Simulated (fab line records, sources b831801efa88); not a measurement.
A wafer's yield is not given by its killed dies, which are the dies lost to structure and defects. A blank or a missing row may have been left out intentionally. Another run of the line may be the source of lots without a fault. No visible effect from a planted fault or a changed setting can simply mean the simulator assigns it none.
fab line records ; flow sky130
record lots=24; wafers=72; last_day=50
route steps=708 shown PWDE@55 VT_ADJUST_PCH@153 SONOS_ONO@181 GATE_OXIDE@197 POLY_GATE@229 LDD_P@263
lots untouched by any fault: they come from a run of this same line in which no faults occurred
start_h: the number of hours between the record's first day and the start of the first shown wafer of the lot ; wait_h: how many hours have passed since the lot's step before this one ; " unchanged from the row above ; L1.1+2: one row covering several wafers at once ; - no value, or no start was given ; * or withheld: withheld ; < > ~ a bound
route shown NAME@n: NAME is a module with steps in the file, n the number in the route of the first one ; usual: mean/standard deviation taken from wafers without a fault ; same: alike in all rows ; chamber/n: place in a boat ; sites: the reading at each site ; _std_site: the values' standard deviation ; _edge_site: mean of outer sites minus mean of inner sites ; radius_mm: for every site, how far away it sits from the centre of the wafer ; mask NAME#n: copy n ; behind: the tool/chamber that last shaped the wafer ; hold: why the lot was held/for how many hours/how that ended ; device: whichever transistor did not switch (one of n, p or np) ; end of line: the route-end tests of the same wafers ; a step with no rows: only its recipe ; killed: at the first sort, the dies lost to defects and structure; wafer yield is something else ; map: the dies of a wafer, with x for killed, . for not killed, _ for no die there
set.NAME: setting as actually run; set.NAME@STEP: the setting as run at that earlier step ; model.NAME: the simulator's own value behind a step, which no gauge read
route steps across a sampled set of lots; one table per step, one row per wafer
services: a tool's chamber out of use, with start hour (start_h, from the record's first day; less than 0 if before it), hours out, and reason
## steps
# step SKY_PWDE_TW_MEAS_10
# usual PWDE_TW=374/3.1
lot.wafer;tool;chamber;start_h;wait_h;PWDE_TW
L074.1;film_metro-04;-;67.64;0.1;377
L074.3;film_metro-04;-;67.64;0.1;379
L074.4;film_metro-04;-;67.64;0.1;379
L075.1;film_metro-04;-;72.54;0.1;377
L075.3;film_metro-04;-;72.54;0.1;374
L075.4;film_metro-04;-;72.54;0.1;377
L076.3;film_metro-03;-;82.04;0.1;371
L076.4;film_metro-03;-;82.04;0.1;370
L076.6;film_metro-03;-;82.04;0.1;372
L077.1;film_metro-04;-;85.59;0.1;375
L077.5;film_metro-04;-;85.59;0.1;375
L077.6;film_metro-04;-;85.59;0.1;374
L078.1;film_metro-04;-;91.37;0.1;375
L078.4;film_metro-04;-;91.37;0.1;375
L078.5;film_metro-04;-;91.37;0.1;376
L079.1;film_metro-01;-;96.09;0.1;375
L079.4;film_metro-01;-;96.09;0.1;375
L079.5;film_metro-01;-;96.09;0.1;377
L080.4;film_metro-01;-;102.37;0.1;377
L080.5;film_metro-01;-;102.37;0.1;376
L080.6;film_metro-01;-;102.37;0.1;375
L081.1;film_metro-04;-;108.39;0.1;378
L081.2;film_metro-04;-;108.39;0.1;376
L081.3;film_metro-04;-;108.39;0.1;377
L082.1;film_metro-03;-;112.82;0.1;372
L082.3;film_metro-03;-;112.82;0.1;368
L082.6;film_metro-03;-;112.82;0.1;370
L083.1;film_metro-03;-;119.74;0.1;372
L083.2;film_metro-03;-;119.74;0.1;369
L083.6;film_metro-03;-;119.74;0.1;370
L084.1;film_metro-03;-;121.42;0.1;373
L084.3;film_metro-03;-;121.42;0.1;371
L084.4;film_metro-03;-;121.42;0.1;372
L085.4;film_metro-01;-;129.57;0.1;378
L085.5;film_metro-01;-;129.57;0.1;375
L085.6;film_metro-01;-;129.57;0.1;375
L086.1;film_metro-03;-;134.97;0.1;370
L086.3;film_metro-03;-;134.97;0.1;371
L086.6;film_metro-03;-;134.97;0.1;372
L087.1;film_metro-01;-;141.39;0.1;375
L087.2;film_metro-01;-;141.39;0.1;376
L087.6;film_metro-01;-;141.39;0.1;376
L088.2;film_metro-01;-;145.58;0.1;375
L088.3;film_metro-01;-;145.58;0.1;377
L088.5;film_metro-01;-;145.58;0.1;377
L089.1;film_metro-04;-;151.09;0.1;376
L089.2;film_metro-04;-;151.09;0.1;374
L089.6;film_metro-04;-;151.09;0.1;377
L090.1;film_metro-04;-;159.64;0.1;376
L090.3;film_metro-04;-;159.64;0.1;377
L090.6;film_metro-04;-;159.64;0.1;377
L091.3;film_metro-01;-;169.41;0.1;377
L091.4;film_metro-01;-;169.41;0.1;377
L091.5;film_metro-01;-;169.41;0.1;378
L092.2;film_metro-04;-;181.68;0.1;375
L092.3;film_metro-04;-;181.68;0.1;377
L092.5;film_metro-04;-;181.68;0.1;377
L093.1;film_metro-01;-;181.99;0.1;376
L093.2;film_metro-01;-;181.99;0.1;376
L093.3;film_metro-01;-;181.99;0.1;375
L095.1;film_metro-03;-;187.67;0.1;371
L095.2;film_metro-03;-;187.67;0.1;372
L095.4;film_metro-03;-;187.67;0.1;369
L094.2;film_metro-03;-;188.03;0.1;370
L094.4;film_metro-03;-;188.03;0.1;371
L094.6;film_metro-03;-;188.03;0.1;371
L096.1;film_metro-03;-;193.77;0.1;367
L096.4;film_metro-03;-;193.77;0.1;370
L096.5;film_metro-03;-;193.77;0.1;369
L097.1;film_metro-04;-;203.17;0.1;378
L097.4;film_metro-04;-;203.17;0.1;378
L097.6;film_metro-04;-;203.17;0.1;377
# step SKY_VT_ADJUST_PCH_TW_MEAS_10
# usual VT_ADJUST_PCH_TW=142.8/0.85
lot.wafer;tool;chamber;start_h;wait_h;VT_ADJUST_PCH_TW
L074.1;film_metro-04;-;222.17;0.1;144.3
L074.3;film_metro-04;-;222.17;0.1;143.4
L074.4;film_metro-04;-;222.17;0.1;143.4
L075.1;film_metro-04;-;229.14;0.1;143.4
L075.3;film_metro-04;-;229.14;0.1;144.1
L075.4;film_metro-04;-;229.14;0.1;143.2
L076.3;film_metro-04;-;241.16;0.1;143.3
L076.4;film_metro-04;-;241.16;0.1;143.2
L076.6;film_metro-04;-;241.16;0.1;144.2
L077.1;film_metro-04;-;245.54;0.1;143.7
L077.5;film_metro-04;-;245.54;0.1;143.0
L077.6;film_metro-04;-;245.54;0.1;143.3
L078.1;film_metro-02;-;256.19;0.1;141.4
L078.4;film_metro-02;-;256.19;0.1;142.6
L078.5;film_metro-02;-;256.19;0.1;140.9
L079.1;film_metro-04;-;261.14;0.1;143.2
L079.4;film_metro-04;-;261.14;0.1;143.5
L079.5;film_metro-04;-;261.14;0.1;143.8
L080.4;film_metro-04;-;267.70;0.1;143.5
L080.5;film_metro-04;-;267.70;0.1;143.5
L080.6;film_metro-04;-;267.70;0.1;143.0
L081.1;film_metro-04;-;277.44;0.1;143.6
L081.2;film_metro-04;-;277.44;0.1;142.7
L081.3;film_metro-04;-;277.44;0.1;142.6
L082.1;film_metro-01;-;282.59;0.1;143.4
L082.3;film_metro-01;-;282.59;0.1;144.1
L082.6;film_metro-01;-;282.59;0.1;143.9
L083.1;film_metro-04;-;296.17;0.1;142.7
L083.2;film_metro-04;-;296.17;0.1;143.7
L083.6;film_metro-04;-;296.17;0.1;143.2
L084.1;film_metro-04;-;296.49;0.1;143.6
L084.3;film_metro-04;-;296.49;0.1;142.6
L084.4;film_metro-04;-;296.49;0.1;142.0
L085.4;film_metro-02;-;305.57;0.1;142.0
L085.5;film_metro-02;-;305.57;0.1;142.1
L085.6;film_metro-02;-;305.57;0.1;142.4
L086.1;film_metro-02;-;316.24;0.1;140.9
L086.3;film_metro-02;-;316.24;0.1;141.6
L086.6;film_metro-02;-;316.24;0.1;142.1
L087.1;film_metro-02;-;322.79;0.1;142.5
L087.2;film_metro-02;-;322.79;0.1;142.3
L087.6;film_metro-02;-;322.79;0.1;142.2
L088.2;film_metro-04;-;330.18;0.1;144.2
L088.3;film_metro-04;-;330.18;0.1;143.8
L088.5;film_metro-04;-;330.18;0.1;144.5
L089.1;film_metro-04;-;339.34;0.1;143.2
L089.2;film_metro-04;-;339.34;0.1;143.1
L089.6;film_metro-04;-;339.34;0.1;143.2
L090.1;film_metro-04;-;348.22;0.1;143.1
L090.3;film_metro-04;-;348.22;0.1;143.2
L090.6;film_metro-04;-;348.22;0.1;142.3
L091.3;film_metro-02;-;361.61;0.1;141.4
L091.4;film_metro-02;-;361.61;0.1;141.6
L091.5;film_metro-02;-;361.61;0.1;141.8
L092.2;film_metro-02;-;377.50;0.1;141.5
L092.3;film_metro-02;-;377.50;0.1;142.0
L092.5;film_metro-02;-;377.50;0.1;141.9
L093.1;film_metro-02;-;378.25;0.1;141.7
L093.2;film_metro-02;-;378.25;0.1;141.1
L093.3;film_metro-02;-;378.25;0.1;141.8
L095.1;film_metro-02;-;384.74;0.1;142.9
L095.2;film_metro-02;-;384.74;0.1;142.6
L095.4;film_metro-02;-;384.74;0.1;142.7
L094.2;film_metro-02;-;387.08;0.1;142.4
L094.4;film_metro-02;-;387.08;0.1;142.3
L094.6;film_metro-02;-;387.08;0.1;141.9
L096.1;film_metro-01;-;395.42;0.1;143.2
L096.4;film_metro-01;-;395.42;0.1;143.1
L096.5;film_metro-01;-;395.42;0.1;142.4
L097.1;film_metro-02;-;407.29;0.1;143.3
L097.4;film_metro-02;-;407.29;0.1;142.8
L097.6;film_metro-02;-;407.29;0.1;143.0
# step SKY_SONOS_ONO_CD_MEAS_13
# recipe target_cd_nm=410
# usual cd_nm=410.0/2
lot.wafer;tool;chamber;start_h;wait_h;cd_nm
L074.1;cd_sem-01;-;275.80;0.1;409.1
L074.3;cd_sem-01;-;275.80;0.1;409.3
L074.4;cd_sem-01;-;275.80;0.1;409.4
L075.1;cd_sem-02;-;280.42;0.2;410.0
L075.3;cd_sem-02;-;280.42;0.2;413.6
L075.4;cd_sem-02;-;280.42;0.2;412.4
L076.3;cd_sem-02;-;296.44;0.1;409.1
L076.4;cd_sem-02;-;296.44;0.1;410.6
L076.6;cd_sem-02;-;296.44;0.1;410.2
L077.1;cd_sem-02;-;299.39;0.1;409.0
L077.5;cd_sem-02;-;299.39;0.1;408.3
L077.6;cd_sem-02;-;299.39;0.1;407.8
L078.1;cd_sem-02;-;314.25;0.1;409.7
L078.4;cd_sem-02;-;314.25;0.1;412.8
L078.5;cd_sem-02;-;314.25;0.1;411.7
L079.1;cd_sem-02;-;318.15;0.1;412.5
L079.4;cd_sem-02;-;318.15;0.1;409.6
L079.5;cd_sem-02;-;318.15;0.1;410.6
L080.4;cd_sem-01;-;325.70;0.1;405.7
L080.5;cd_sem-01;-;325.70;0.1;408.6
L080.6;cd_sem-01;-;325.70;0.1;408.0
L081.1;cd_sem-01;-;338.70;0.1;407.9
L081.2;cd_sem-01;-;338.70;0.1;409.9
L081.3;cd_sem-01;-;338.70;0.1;407.1
L082.1;cd_sem-02;-;340.74;0.1;406.7
L082.3;cd_sem-02;-;340.74;0.1;406.4
L082.6;cd_sem-02;-;340.74;0.1;408.1
L083.1;cd_sem-01;-;354.85;0.1;412.1
L083.2;cd_sem-01;-;354.85;0.1;411.3
L083.6;cd_sem-01;-;354.85;0.1;411.8
L084.1;cd_sem-02;-;355.50;0.1;410.8
L084.3;cd_sem-02;-;355.50;0.1;410.8
L084.4;cd_sem-02;-;355.50;0.1;411.6
L085.4;cd_sem-01;-;364.50;0.1;410.1
L085.5;cd_sem-01;-;364.50;0.1;409.2
L085.6;cd_sem-01;-;364.50;0.1;408.4
L086.1;cd_sem-02;-;378.54;0.1;409.3
L086.3;cd_sem-02;-;378.54;0.1;405.8
L086.6;cd_sem-02;-;378.54;0.1;406.9
L087.1;cd_sem-02;-;383.85;0.1;408.8
L087.2;cd_sem-02;-;383.85;0.1;411.9
L087.6;cd_sem-02;-;383.85;0.1;409.3
L088.2;cd_sem-02;-;391.27;0.1;411.8
L088.3;cd_sem-02;-;391.27;0.1;414.8
L088.5;cd_sem-02;-;391.27;0.1;414.0
L089.1;cd_sem-02;-;400.40;0.1;409.8
L089.2;cd_sem-02;-;400.40;0.1;410.5
L089.6;cd_sem-02;-;400.40;0.1;410.0
L090.1;cd_sem-02;-;412.50;0.1;412.1
L090.3;cd_sem-02;-;412.50;0.1;412.1
L090.6;cd_sem-02;-;412.50;0.1;412.1
L091.3;cd_sem-01;-;426.74;0.1;409.8
L091.4;cd_sem-01;-;426.74;0.1;407.4
L091.5;cd_sem-01;-;426.74;0.1;409.0
L092.2;cd_sem-01;-;442.30;0.1;409.5
L092.3;cd_sem-01;-;442.30;0.1;409.7
L092.5;cd_sem-01;-;442.30;0.1;410.5
L093.1;cd_sem-02;-;443.48;0.1;413.3
L093.2;cd_sem-02;-;443.48;0.1;408.2
L093.3;cd_sem-02;-;443.48;0.1;409.7
L095.1;cd_sem-01;-;449.25;0.1;413.7
L095.2;cd_sem-01;-;449.25;0.1;409.2
L095.4;cd_sem-01;-;449.25;0.1;411.6
L094.2;cd_sem-01;-;454.22;0.1;410.0
L094.4;cd_sem-01;-;454.22;0.1;409.9
L094.6;cd_sem-01;-;454.22;0.1;409.5
L096.1;cd_sem-02;-;462.55;0.1;409.5
L096.4;cd_sem-02;-;462.55;0.1;408.5
L096.5;cd_sem-02;-;462.55;0.1;410.5
L097.1;cd_sem-02;-;473.50;0.1;410.9
L097.4;cd_sem-02;-;473.50;0.1;409.9
L097.6;cd_sem-02;-;473.50;0.1;409.5
# step SKY_GATE_OXIDE_OVL_MEAS_10
# usual GATE_OXIDE_OVL=0.0/1.3
lot.wafer;tool;chamber;start_h;wait_h;GATE_OXIDE_OVL[nm]
L074.1;overlay-01;-;305.29;0.1;1.3
L074.3;overlay-01;-;305.29;0.1;1.9
L074.4;overlay-01;-;305.29;0.1;2.2
L075.1;overlay-01;-;310.40;0.1;0.3
L075.3;overlay-01;-;310.40;0.1;-0.1
L075.4;overlay-01;-;310.40;0.1;-0.9
L076.3;overlay-01;-;323.97;0.1;-0.4
L076.4;overlay-01;-;323.97;0.1;-0.6
L076.6;overlay-01;-;323.97;0.1;-0.4
L077.1;overlay-02;-;326.83;0.1;-2.1
L077.5;overlay-02;-;326.83;0.1;-0.5
L077.6;overlay-02;-;326.83;0.1;-0.1
L078.1;overlay-02;-;342.50;0.1;0.4
L078.4;overlay-02;-;342.50;0.1;0.9
L078.5;overlay-02;-;342.50;0.1;-0.4
L079.1;overlay-01;-;346.29;0.1;-0.6
L079.4;overlay-01;-;346.29;0.1;1.2
L079.5;overlay-01;-;346.29;0.1;-1.1
L080.4;overlay-01;-;357.32;0.1;1.6
L080.5;overlay-01;-;357.32;0.1;-0.8
L080.6;overlay-01;-;357.32;0.1;1.3
L081.1;overlay-01;-;367.40;0.1;2.3
L081.2;overlay-01;-;367.40;0.1;1.2
L081.3;overlay-01;-;367.40;0.1;-0.3
L082.1;overlay-01;-;370.39;0.1;0.3
L082.3;overlay-01;-;370.39;0.1;1.0
L082.6;overlay-01;-;370.39;0.1;0.3
L083.1;overlay-01;-;384.80;0.1;0.0
L083.2;overlay-01;-;384.80;0.1;-0.4
L083.6;overlay-01;-;384.80;0.1;-1.4
L084.1;overlay-01;-;385.23;0.1;1.6
L084.3;overlay-01;-;385.23;0.1;0.0
L084.4;overlay-01;-;385.23;0.1;0.2
L085.4;overlay-01;-;394.80;0.1;-2.1
L085.5;overlay-01;-;394.80;0.1;-1.1
L085.6;overlay-01;-;394.80;0.1;-1.1
L086.1;overlay-02;-;409.83;0.1;-2.3
L086.3;overlay-02;-;409.83;0.1;-0.5
L086.6;overlay-02;-;409.83;0.1;-2.2
L087.1;overlay-01;-;414.98;0.1;2.5
L087.2;overlay-01;-;414.98;0.1;2.3
L087.6;overlay-01;-;414.98;0.1;1.8
L088.2;overlay-02;-;424.34;0.1;-2.4
L088.3;overlay-02;-;424.34;0.1;-1.9
L088.5;overlay-02;-;424.34;0.1;-1.1
L089.1;overlay-01;-;433.33;0.1;0.5
L089.2;overlay-01;-;433.33;0.1;2.0
L089.6;overlay-01;-;433.33;0.1;0.3
L090.1;overlay-02;-;445.03;0.1;-1.9
L090.3;overlay-02;-;445.03;0.1;0.2
L090.6;overlay-02;-;445.03;0.1;-2.0
L091.3;overlay-01;-;460.05;0.1;0.0
L091.4;overlay-01;-;460.05;0.1;0.0
L091.5;overlay-01;-;460.05;0.1;-0.5
L092.2;overlay-02;-;474.84;0.1;-3.1
L092.3;overlay-02;-;474.84;0.1;-1.1
L092.5;overlay-02;-;474.84;0.1;-1.7
L093.1;overlay-01;-;475.93;0.1;0.5
L093.2;overlay-01;-;475.93;0.1;0.1
L093.3;overlay-01;-;475.93;0.1;0.4
L095.1;overlay-02;-;481.18;0.1;-1.8
L095.2;overlay-02;-;481.18;0.1;-1.1
L095.4;overlay-02;-;481.18;0.1;-3.1
L094.2;overlay-02;-;486.74;0.1;0.0
L094.4;overlay-02;-;486.74;0.1;1.5
L094.6;overlay-02;-;486.74;0.1;-0.1
L096.1;overlay-01;-;494.73;0.1;0.8
L096.4;overlay-01;-;494.73;0.1;0.3
L096.5;overlay-01;-;494.73;0.1;-0.5
L097.1;overlay-01;-;505.65;0.1;1.7
L097.4;overlay-01;-;505.65;0.1;2.3
L097.6;overlay-01;-;505.65;0.1;2.2
# step SKY_POLY_GATE_ETCH_15
# recipe chemistry=N2/H2; target=BARC; ion_energy_ev=200; source_w=500; bias_w=100; pressure_mtorr=30; n2_flow_sccm=100; h2_flow_sccm=200; stop_on=SiO2; time_s=118.5; target_depth_a=1100
# usual bias_w=100.02/0.28; chamber_pressure_mTorr=30.001/0.028; drypump_motor_current_A=5.98/0.28; oes_product_au=0.716/0.0045; throttle_valve_pct=13.213/0.0084
lot.wafer;tool;chamber;start_h;wait_h;bias_w;chamber_pressure_mTorr;drypump_motor_current_A;oes_product_au;rf_hours_counter_h;throttle_valve_pct
L074.1;rie_diel-03;0;364.64;0.0;99.76;29.971;5.84;0.714;19;13.221
L074.3;rie_diel-03;3;364.64;0.0;99.92;30.005;6.00;0.715;10;13.217
L074.4;rie_diel-03;1;364.64;0.0;99.95;30.065;6.20;0.714;1;13.205
L075.1;rie_diel-02;0;369.65;0.0;99.81;30.002;5.70;0.716;95;13.213
L075.3;rie_diel-02;2;369.65;0.0;99.93;30.065;5.82;0.716;9;13.213
L075.4;rie_diel-02;2;369.65;0.0;100.20;30.025;5.81;0.716;-;13.215
L076.3;rie_diel-02;3;385.09;0.0;100.42;30.034;6.50;0.717;94;13.200
L076.4;rie_diel-02;2;385.09;0.0;100.20;30.032;5.83;0.723;9;13.204
L076.6;rie_diel-02;2;385.09;0.0;99.69;29.973;5.82;0.704;-;13.205
L077.1;rie_diel-01;2;390.26;0.0;99.98;29.986;5.56;0.712;3;13.215
L077.5;rie_diel-01;1;390.26;0.0;99.89;30.004;6.15;0.718;-;13.215
L077.6;rie_diel-01;2;390.26;0.0;99.72;30.012;5.56;0.718;-;13.205
L078.1;rie_diel-01;2;407.29;0.0;99.92;30.012;5.55;0.713;3;13.208
L078.4;rie_diel-01;1;407.29;0.0;100.21;30.042;6.16;0.710;1;13.209
L078.5;rie_diel-01;1;407.29;0.0;100.19;30.053;6.17;0.714;-;13.210
L079.1;rie_diel-03;3;412.66;0.0;99.82;30.020;6.00;0.720;11;13.220
L079.4;rie_diel-03;2;412.66;0.0;100.15;29.986;6.36;0.719;6;13.232
L079.5;rie_diel-03;1;412.66;0.0;100.43;30.024;6.19;0.712;-;13.204
L080.4;rie_diel-01;2;422.19;0.0;100.17;29.953;5.57;0.714;3;13.199
L080.5;rie_diel-01;1;422.19;0.0;99.72;30.010;6.18;0.719;-;13.214
L080.6;rie_diel-01;0;422.19;0.0;99.89;29.981;5.65;0.717;-;13.204
L081.1;rie_diel-01;0;430.79;0.0;100.20;30.034;5.68;0.715;93;13.230
L081.2;rie_diel-01;2;430.79;0.0;100.32;29.996;5.60;0.722;3;13.214
L081.3;rie_diel-01;3;430.79;0.0;100.30;30.073;6.24;0.710;83;13.218
L082.1;rie_diel-01;1;437.21;0.0;99.88;30.023;6.17;0.720;1;13.220
L082.3;rie_diel-01;2;437.21;0.0;100.38;30.026;5.56;0.712;3;13.207
L082.6;rie_diel-01;0;437.21;0.0;99.73;29.985;5.66;0.710;-;13.209
L083.1;rie_diel-01;0;451.59;0.0;100.66;30.029;5.66;0.727;94;13.223
L083.2;rie_diel-01;1;451.59;0.0;99.70;29.974;6.17;0.717;2;13.228
L083.6;rie_diel-01;1;451.59;0.0;99.98;29.977;6.17;0.709;-;13.208
L084.1;rie_diel-02;0;452.39;0.0;99.56;30.020;5.72;0.712;97;13.221
L084.3;rie_diel-02;2;452.39;0.0;100.10;30.014;5.81;0.712;11;13.219
L084.4;rie_diel-02;1;452.39;0.0;99.61;29.995;5.81;0.717;45;13.214
L085.4;rie_diel-03;3;462.89;0.0;99.60;29.981;6.00;0.718;12;13.213
L085.5;rie_diel-03;0;462.89;0.0;100.13;30.020;5.80;0.722;-;13.225
L085.6;rie_diel-03;3;462.89;0.0;99.88;29.945;5.97;0.722;-;13.212
L086.1;rie_diel-03;1;477.04;0.0;100.11;29.996;6.22;0.713;4;13.218
L086.3;rie_diel-03;0;477.04;0.0;100.44;29.998;5.87;0.715;21;13.214
L086.6;rie_diel-03;3;477.04;0.0;100.35;30.034;6.02;0.713;-;13.221
L087.1;rie_diel-01;3;483.56;0.0;99.86;29.977;6.22;0.714;84;13.220
L087.2;rie_diel-01;1;483.56;0.0;99.73;29.975;6.19;0.718;2;13.223
L087.6;rie_diel-01;3;483.56;0.0;99.60;29.946;6.23;0.720;-;13.231
L088.2;rie_diel-01;2;490.49;0.0;100.68;29.939;5.61;0.717;4;13.213
L088.3;rie_diel-01;3;490.49;0.0;99.50;30.001;6.21;0.708;-;13.199
L088.5;rie_diel-01;2;490.49;0.0;100.22;29.997;5.59;0.709;-;13.226
L089.1;rie_diel-02;0;500.76;0.0;100.08;29.997;5.69;0.725;0;13.198
L089.2;rie_diel-02;2;500.76;0.0;99.93;29.963;5.83;0.711;11;13.212
L089.6;rie_diel-02;0;500.76;0.0;99.75;30.011;5.71;0.715;-;13.207
L090.1;rie_diel-03;1;511.21;0.0;100.01;30.000;6.18;0.722;4;13.199
L090.3;rie_diel-03;2;511.21;0.0;99.76;29.972;6.41;0.718;8;13.214
L090.6;rie_diel-03;0;511.21;0.0;99.86;29.969;5.84;0.711;-;13.204
L091.3;rie_diel-01;0;525.96;0.0;100.62;29.985;5.68;0.719;1;13.209
L091.4;rie_diel-01;2;525.96;0.0;100.45;29.975;5.59;0.715;5;13.213
L091.5;rie_diel-01;3;525.96;0.0;99.96;29.991;6.22;0.717;-;13.207
L092.2;rie_diel-01;1;542.09;0.0;100.21;29.936;6.16;0.708;3;13.202
L092.3;rie_diel-01;2;542.09;0.0;99.93;30.006;5.61;0.715;5;13.193
L092.5;rie_diel-01;2;542.09;0.0;100.38;30.019;5.62;0.720;-;13.231
L093.1;rie_diel-03;2;542.44;0.0;100.18;29.982;6.42;0.715;9;13.215
L093.2;rie_diel-03;0;542.44;0.0;100.24;30.012;5.84;0.713;23;13.201
L093.3;rie_diel-03;3;542.44;0.0;100.09;30.006;6.02;0.712;14;13.218
L095.1;rie_diel-02;0;547.09;0.0;100.39;30.017;5.74;0.716;1;13.220
L095.2;rie_diel-02;2;547.09;0.0;99.88;30.002;5.83;0.720;12;13.226
L095.4;rie_diel-02;3;547.09;0.0;100.46;29.946;6.51;0.722;1;13.223
L094.2;rie_diel-03;3;552.84;0.0;100.21;30.011;6.02;0.708;14;13.216
L094.4;rie_diel-03;1;552.84;0.0;99.21;29.966;6.21;0.710;5;13.210
L094.6;rie_diel-03;2;552.84;0.0;99.88;30.010;6.37;0.712;-;13.198
L096.1;rie_diel-03;1;559.74;0.0;100.17;29.999;6.17;0.715;5;13.220
L096.4;rie_diel-03;2;559.74;0.0;99.42;29.976;6.39;0.720;-;13.222
L096.5;rie_diel-03;1;559.74;0.0;100.16;30.024;6.18;0.714;-;13.216
L097.1;rie_diel-03;3;571.59;0.0;100.28;30.037;5.99;0.719;14;13.225
L097.4;rie_diel-03;1;571.59;0.0;99.61;30.018;6.20;0.717;5;13.207
L097.6;rie_diel-03;3;571.59;0.0;100.12;30.004;6.00;0.734;-;13.209
# step SKY_LDD_P_OVL_MEAS_08
# usual LDD_P_OVL=-0.1/1.3
lot.wafer;tool;chamber;start_h;wait_h;LDD_P_OVL[nm]
L074.1;overlay-01;-;425.57;0.1;0.7
L074.3;overlay-01;-;425.57;0.1;0.2
L074.4;overlay-01;-;425.57;0.1;0.3
L075.1;overlay-02;-;431.25;0.1;0.0
L075.3;overlay-02;-;431.25;0.1;-0.3
L075.4;overlay-02;-;431.25;0.1;-2.4
L076.3;overlay-02;-;450.42;0.1;-2.7
L076.4;overlay-02;-;450.42;0.1;-3.7
L076.6;overlay-02;-;450.42;0.1;-3.1
L077.1;overlay-02;-;455.15;0.1;-0.2
L077.5;overlay-02;-;455.15;0.1;1.7
L077.6;overlay-02;-;455.15;0.1;0.8
L078.1;overlay-01;-;472.90;0.1;-0.5
L078.4;overlay-01;-;472.90;0.1;0.0
L078.5;overlay-01;-;472.90;0.1;0.7
L079.1;overlay-02;-;476.35;0.1;0.6
L079.4;overlay-02;-;476.35;0.1;1.7
L079.5;overlay-02;-;476.35;0.1;0.8
L080.4;overlay-02;-;487.84;0.1;0.9
L080.5;overlay-02;-;487.84;0.1;0.9
L080.6;overlay-02;-;487.84;0.1;1.9
L081.1;overlay-02;-;496.10;0.1;-1.5
L081.2;overlay-02;-;496.10;0.1;-2.2
L081.3;overlay-02;-;496.10;0.1;-2.4
L082.1;overlay-02;-;502.17;0.1;-1.1
L082.3;overlay-02;-;502.17;0.1;-0.8
L082.6;overlay-02;-;502.17;0.1;-0.6
L083.1;overlay-01;-;516.25;0.1;1.4
L083.2;overlay-01;-;516.25;0.1;1.7
L083.6;overlay-01;-;516.25;0.1;0.9
L084.1;overlay-01;-;517.50;0.1;1.1
L084.3;overlay-01;-;517.50;0.1;0.8
L084.4;overlay-01;-;517.50;0.1;1.3
L085.4;overlay-02;-;528.69;0.1;0.9
L085.5;overlay-02;-;528.69;0.1;0.3
L085.6;overlay-02;-;528.69;0.1;0.9
L086.1;overlay-01;-;540.70;0.1;-1.2
L086.3;overlay-01;-;540.70;0.1;-0.3
L086.6;overlay-01;-;540.70;0.1;-0.2
L087.1;overlay-02;-;546.70;0.1;-0.3
L087.2;overlay-02;-;546.70;0.1;-0.4
L087.6;overlay-02;-;546.70;0.1;0.6
L088.2;overlay-02;-;553.66;0.1;-0.1
L088.3;overlay-02;-;553.66;0.1;-0.6
L088.5;overlay-02;-;553.66;0.1;-0.2
L089.1;overlay-01;-;565.15;0.1;-0.5
L089.2;overlay-01;-;565.15;0.1;1.8
L089.6;overlay-01;-;565.15;0.1;0.8
L090.1;overlay-01;-;575.12;0.1;0.8
L090.3;overlay-01;-;575.12;0.1;2.7
L090.6;overlay-01;-;575.12;0.1;1.5
L091.3;overlay-02;-;588.28;0.1;-0.6
L091.4;overlay-02;-;588.28;0.1;-1.2
L091.5;overlay-02;-;588.28;0.1;-1.3
L093.1;overlay-01;-;603.65;0.1;0.0
L093.2;overlay-01;-;603.65;0.1;0.6
L093.3;overlay-01;-;603.65;0.1;-0.2
L092.2;overlay-02;-;605.08;0.1;-0.5
L092.3;overlay-02;-;605.08;0.1;-1.4
L092.5;overlay-02;-;605.08;0.1;-2.6
L095.1;overlay-02;-;608.97;0.1;-0.4
L095.2;overlay-02;-;608.97;0.1;-0.9
L095.4;overlay-02;-;608.97;0.1;-0.2
L094.2;overlay-02;-;615.73;0.1;-1.2
L094.4;overlay-02;-;615.73;0.1;-1.4
L094.6;overlay-02;-;615.73;0.1;-1.1
L096.1;overlay-02;-;620.90;0.1;-1.2
L096.4;overlay-02;-;620.90;0.1;-0.5
L096.5;overlay-02;-;620.90;0.1;-1.1
L097.1;overlay-02;-;633.15;0.1;-2.0
L097.4;overlay-02;-;633.15;0.1;-1.6
L097.6;overlay-02;-;633.15;0.1;-2.4
## services
tool;chamber;start_h;hours;kind
rie_diel-01;1;357.36;-;clean
rie_diel-01;1;357.36;22.1;scheduled_down
rie_diel-01;1;357.36;22.1;vent_cycle
rie_diel-02;3;359.89;21.1;repair
rie_diel-02;3;397.19;4.7;repair
rie_diel-01;-;398.76;0.3;repair
rie_diel-01;-;416.11;2.8;pm
rie_diel-02;3;435.07;4.8;repair
rie_diel-01;-;439.75;0.6;repair
rie_diel-03;-;451.11;2.8;repair
rie_diel-02;0;470.22;-;clean
rie_diel-02;0;470.22;19.0;scheduled_down
rie_diel-01;0;479.02;-;clean
rie_diel-01;0;479.02;27.1;scheduled_down
rie_diel-01;0;479.02;27.1;vent_cycle
rie_diel-01;1;486.79;6.0;repair
rie_diel-02;3;517.15;10.1;repair
rie_diel-02;0;522.72;5.2;repair
rie_diel-02;2;523.48;19.0;repair
rie_diel-01;3;531.11;-;clean
rie_diel-01;3;531.11;12.8;scheduled_down
rie_diel-01;3;531.11;12.8;vent_cycle
rie_diel-03;1;534.50;16.3;repair
rie_diel-03;3;558.28;3.9;repair
## key
fault none
